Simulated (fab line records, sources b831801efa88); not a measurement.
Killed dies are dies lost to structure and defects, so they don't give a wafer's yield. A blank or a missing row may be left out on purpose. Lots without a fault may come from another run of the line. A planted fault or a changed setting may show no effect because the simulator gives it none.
A struck lot beside a sound one | flow gf180mcu | 14 steps out of a route of 602
Sound: wafers L690.3, L690.4, L690.6. Struck: wafers L702.1, L702.4, L702.6. The cause comes at the end.
At each step with rows: each side's tool, then ch and its chambers, then its first start. Under that, the readings that differ: sound wafers | struck wafers | difference of the means | sigmas: that difference in standard deviations of wafers without a fault.
alike: readings whose means differ by less than 2 such deviations, and words and numbers that are the same on both sides. not compared: withheld readings, readings that some wafer has no value for, bounds like >300 that may hide the same value, and numbers for which the record gives no deviation and whose values overlap.
The two part at a step that has a row with sigmas, a row that says differs or no value, or rows on one side only. Numbers that don't overlap but have no deviation are shown without sigmas and don't part them. A reading that every wafer of one side lacks parts them only if that side has two wafers or more.

GF_VT_IMPLANT_RS_MEAS_49: measures by four-point-probe.
  sound on film_metro-03, day 8 04:26; struck on film_metro-03, day 11 11:35
  reading           | sound          | struck         | difference | sigmas
  MVPSD_RS (ohm/sq) | 1174 1172 1174 | 1165 1168 1166 | -7         | -2
then, 4 steps without rows for these wafers: GF_VT_IMPLANT_WET_ETCH_50 (etches SiO2 in dHF, target depth 20 nm, time 400 s); GF_DUAL_GATE_CLEAN_00 (cleans in SC1/SC2, time 150 s); GF_DUAL_GATE_CLEAN_01 (cleans in dHF, time 20 s); GF_DUAL_GATE_OXIDATION_02 (stabilise 600 s, purge 300 s, target thk 10.887 nm).
GF_DUAL_GATE_THK_MEAS_03:
  sound on film_metro-02, day 8 06:32; struck on film_metro-04, day 11 13:20
  alike: DUAL_GATE_OXIDATION_00_THK
then, 6 steps without rows for these wafers: GF_DUAL_GATE_DEHYDRATE_04 (time 60 s); GF_DUAL_GATE_HMDS_05 (prime time 60 s); GF_DUAL_GATE_COAT_06 (resist thk 1000 nm); GF_DUAL_GATE_SOFTBAKE_07 (time 60 s); GF_DUAL_GATE_EXPOSE_08 (exposes mask Dualgate, target cd 700 nm); GF_DUAL_GATE_PEB_09.
GF_DUAL_GATE_DEVELOP_10: develop time 60 s.
  sound on litho_track-03 ch 0, day 8 22:21; struck on litho_track-03, day 12 07:53
  no value came back on the struck wafers for chill_plate_temp_C (C), develop_time_s (s); on the sound wafers chill_plate_temp_C (C) reads 22.90 23.17 22.99
GF_DUAL_GATE_OVL_MEAS_11:
  sound on overlay-02, day 8 22:28; struck on overlay-01, day 12 08:02
  reading            | sound        | struck | difference                    | sigmas
  DUAL_GATE_OVL (nm) | -0.2 1.4 2.2 | - - -  | no value on the struck wafers |

WHERE THEY PART
First at GF_VT_IMPLANT_RS_MEAS_49; last, within this record, at GF_DUAL_GATE_OVL_MEAS_11.

WHY: what the simulator had put in
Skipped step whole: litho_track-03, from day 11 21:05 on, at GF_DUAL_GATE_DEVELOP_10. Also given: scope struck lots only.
